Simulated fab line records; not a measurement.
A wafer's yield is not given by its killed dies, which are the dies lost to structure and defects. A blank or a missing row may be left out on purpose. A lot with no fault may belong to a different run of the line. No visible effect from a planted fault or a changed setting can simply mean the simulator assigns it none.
Tool commonality check -- flow sky130 -- 15 lots, 45 wafers sampled

== THE REASON FOR OPENING IT ==
At SKY_NWELL_TW_MEAS_26 the reading NWELL_2_TW is flagged on 3 of 15 lots. Wafers without a fault read 499.7, standard deviation 2.2.
Rule: a lot gets a flag if all its wafers with a number sit over 4 standard deviations from that mean, or if no wafer of it has a number. The rest of the lots are taken to be sound.

lot,measured,on,"NWELL_2_TW, wafer by wafer",flag
L225,day 5 12:41,film metro-03,501.2 500.7 499.6,
L226,day 5 15:50,film metro-04,499.4 497.9 499.1,
L227,day 5 23:29,film metro-03,500.0 503.7 503.1,
L228,day 6 06:40,film metro-04,30.0 30.0 30.1,FLAGGED
L229,day 6 21:49,film metro-04,30.1 30.0 30.1,FLAGGED
L230,day 6 22:54,film metro-03,30.1 30.1 30.2,FLAGGED
L236,day 8 15:45,film metro-04,499.3 498.9 497.9,
L237,day 8 20:33,film metro-04,500.5 497.5 501.8,
L238,day 9 04:55,film metro-03,503.8 503.3 501.7,
L239,day 9 07:25,film metro-04,501.2 501.5 501.2,
L241,day 9 15:53,film metro-03,498.9 499.6 498.6,
L242,day 9 19:21,film metro-04,500.5 498.9 500.7,
L246,day 10 21:43,film metro-04,496.4 496.5 499.0,
L247,day 11 06:32,film metro-02,501.5 499.3 500.6,
L248,day 11 10:08,film metro-02,501.7 502.3 502.1,
On average the flagged lots read 30.1, which is -469.6 against the usual, or -99 or more standard deviations.

== EACH LOT AND THE TOOL IT RAN ON ==
The record holds 5 process steps before the reading, out of a route of 708 steps. Each cell gives the tool, then ch followed by the chambers the sampled wafers passed through, then the start.
lot,flag,SKY_FIELD_ISO_ETCH_15,SKY_FIELD_ISO_CMP_27,SKY_DNWELL_STRIP_08,SKY_NWELL_STRIP_14,SKY_NWELL_STRIP_25
L225,,"rie diel-02 ch 0,1,2, day 2 06:45","cmp-02 ch 0,1,3, day 2 11:23","plasma asher-01 ch 0,1, day 3 07:09","plasma asher-02 ch 0,1, day 4 18:53","plasma asher-04 ch 0,1, day 5 12:35"
L226,,"rie diel-04 ch 0,1,2, day 2 12:18","cmp-02 ch 1,2,3, day 2 15:41","plasma asher-02 ch 0,1, day 3 11:36","plasma asher-02 ch 0,1, day 4 22:26","plasma asher-04 ch 0,1, day 5 15:44"
L227,,"rie diel-03 ch 1,2,3, day 2 16:06","cmp-02 ch 0,1,3, day 2 20:30","plasma asher-01 ch 0,1, day 3 17:25","plasma asher-04 ch 0,1, day 5 04:49","plasma asher-02 ch 0,1, day 5 23:23"
L228,FLAGGED,"rie diel-03 ch 1,2,3, day 3 00:15","cmp-02 ch 0,1,3, day 3 03:43","plasma asher-02 ch 0,1, day 3 23:03","plasma asher-02 ch 0,1, day 5 11:14","plasma asher-04 ch 0,1, day 6 06:34"
L229,FLAGGED,"rie diel-03 ch 1,2,3, day 3 06:04","cmp-02 ch 2,3, day 3 13:07","plasma asher-02 ch 0,1, day 4 12:02","plasma asher-04 ch 0,1, day 6 01:01","plasma asher-03 ch 0,1, day 6 21:43"
L230,FLAGGED,"rie diel-04 ch 2,3, day 3 08:31","cmp-02 ch 1,2,3, day 3 16:17","plasma asher-04 ch 0, day 4 12:09","plasma asher-04 ch 1, day 6 01:56","plasma asher-02 ch 0,1, day 6 22:47"
L236,,"rie diel-02 ch 0,1,2, day 4 15:03","cmp-01 ch 0,3, day 5 00:28","plasma asher-02 ch 1, day 6 00:58","plasma asher-02 ch 0, day 7 18:41","plasma asher-02 ch 1, day 8 15:38"
L237,,"rie diel-04 ch 0,1,2, day 4 21:16","cmp-01 ch 1,2,3, day 5 05:01","plasma asher-04 ch 0, day 6 03:55","plasma asher-02 ch 0, day 7 22:29","plasma asher-04 ch 0,1, day 8 20:26"
L238,,"rie diel-03 ch 1,3, day 5 01:37","cmp-01 ch 0,1,2, day 5 10:52","plasma asher-01 ch 0,1, day 6 11:29","plasma asher-02 ch 0,1, day 8 07:01","plasma asher-04 ch 0,1, day 9 04:50"
L239,,"rie diel-04 ch 0,1, day 5 05:45","cmp-01 ch 1,2,3, day 5 14:31","plasma asher-02 ch 0,1, day 6 13:08","plasma asher-02 ch 0,1, day 8 09:14","plasma asher-02 ch 0,1, day 9 07:20"
L241,,"rie diel-03 ch 0,1,2, day 5 18:22","cmp-01 ch 0,1, day 5 22:53","plasma asher-04 ch 0,1, day 6 21:15","plasma asher-03 ch 0,1, day 8 17:39","plasma asher-04 ch 0,1, day 9 15:47"
L242,,"rie diel-04 ch 0,1, day 5 22:18","cmp-02 ch 0,1,2, day 6 02:47","plasma asher-01 ch 0,1, day 7 01:22","plasma asher-02 ch 1, day 8 21:05","plasma asher-02 ch 0,1, day 9 19:14"
L246,,"rie diel-03 ch 0,1,3, day 6 20:34","cmp-01 ch 0,2,3, day 7 02:38","plasma asher-01 ch 0,1, day 8 02:39","plasma asher-03 ch 0,1, day 9 22:34","plasma asher-03 ch 0,1, day 10 21:37"
L247,,"rie diel-02 ch 1,2, day 7 01:45","cmp-02 ch 1,2, day 7 05:30","plasma asher-04 ch 0,1, day 8 08:09","plasma asher-03 ch 1, day 10 06:07","plasma asher-03 ch 0,1, day 11 06:25"
L248,,"rie diel-02 ch 1,2,3, day 7 08:04","cmp-02 ch 0,2,3, day 7 12:02","plasma asher-02 ch 0,1, day 8 12:39","plasma asher-02 ch 0,1, day 10 09:44","plasma asher-04 ch 0,1, day 11 10:02"
What is done by these steps:
- SKY_FIELD_ISO_ETCH_15: etches the open film in CHF3/O2, stops on Si, target depth 180 nm, time 72 s.
- SKY_FIELD_ISO_CMP_27: polishes, stops on Si3N4, t overpolish 16 s, target thk 457.8 nm.
- SKY_DNWELL_STRIP_08: strips in O2/N2.
- SKY_NWELL_STRIP_14: strips in O2/N2.
- SKY_NWELL_STRIP_25: strips in O2/N2.
- SKY_NWELL_TW_MEAS_26

== FLAGGED OVER TOTAL, TOOL BY TOOL (the gauges that took the reading come last) ==
step,tool,lots run,flagged,share of the flagged lots,sound lots run after its first flagged lot
SKY_FIELD_ISO_ETCH_15,rie diel-02,4,0,none,-
SKY_FIELD_ISO_ETCH_15,rie diel-03,6,2,some,"3 (L238,L241,L246)"
SKY_FIELD_ISO_ETCH_15,rie diel-04,5,1,some,"3 (L237,L239,L242)"
SKY_FIELD_ISO_CMP_27,cmp-01,6,0,none,-
SKY_FIELD_ISO_CMP_27,cmp-02,9,3,all,"3 (L242,L247,L248)"
SKY_DNWELL_STRIP_08,plasma asher-01,5,0,none,-
SKY_DNWELL_STRIP_08,plasma asher-02,6,2,some,"3 (L236,L239,L248)"
SKY_DNWELL_STRIP_08,plasma asher-04,4,1,some,"3 (L237,L241,L247)"
SKY_NWELL_STRIP_14,plasma asher-02,9,1,some,"6 (L236,L237,L238,L239,L242,L248)"
SKY_NWELL_STRIP_14,plasma asher-03,3,0,none,-
SKY_NWELL_STRIP_14,plasma asher-04,3,2,some,0
SKY_NWELL_STRIP_25,plasma asher-02,5,1,some,"3 (L236,L239,L242)"
SKY_NWELL_STRIP_25,plasma asher-03,3,1,some,"2 (L246,L247)"
SKY_NWELL_STRIP_25,plasma asher-04,7,1,some,"4 (L237,L238,L241,L248)"
SKY_NWELL_TW_MEAS_26,film metro-02,2,0,none,-
SKY_NWELL_TW_MEAS_26,film metro-03,5,1,some,"2 (L238,L241)"
SKY_NWELL_TW_MEAS_26,film metro-04,8,2,some,"5 (L236,L237,L239,L242,L246)"

== WHAT IS ALLOWED BY THE TABLE ==
In the table, 1 row covers all flagged lots: cmp-02 at SKY_FIELD_ISO_CMP_27.
- cmp-02 at SKY_FIELD_ISO_CMP_27 ran 9 lots, 3 of them flagged. Lots that were sound ran on it after the first flagged one (L242, L247, L248); a persistent fault on the entire tool would not allow that.
Not one row of the table ran every flagged lot while running no sound lot after the first.

== WHAT HAD BEEN PUT IN BY THE SIMULATOR ==
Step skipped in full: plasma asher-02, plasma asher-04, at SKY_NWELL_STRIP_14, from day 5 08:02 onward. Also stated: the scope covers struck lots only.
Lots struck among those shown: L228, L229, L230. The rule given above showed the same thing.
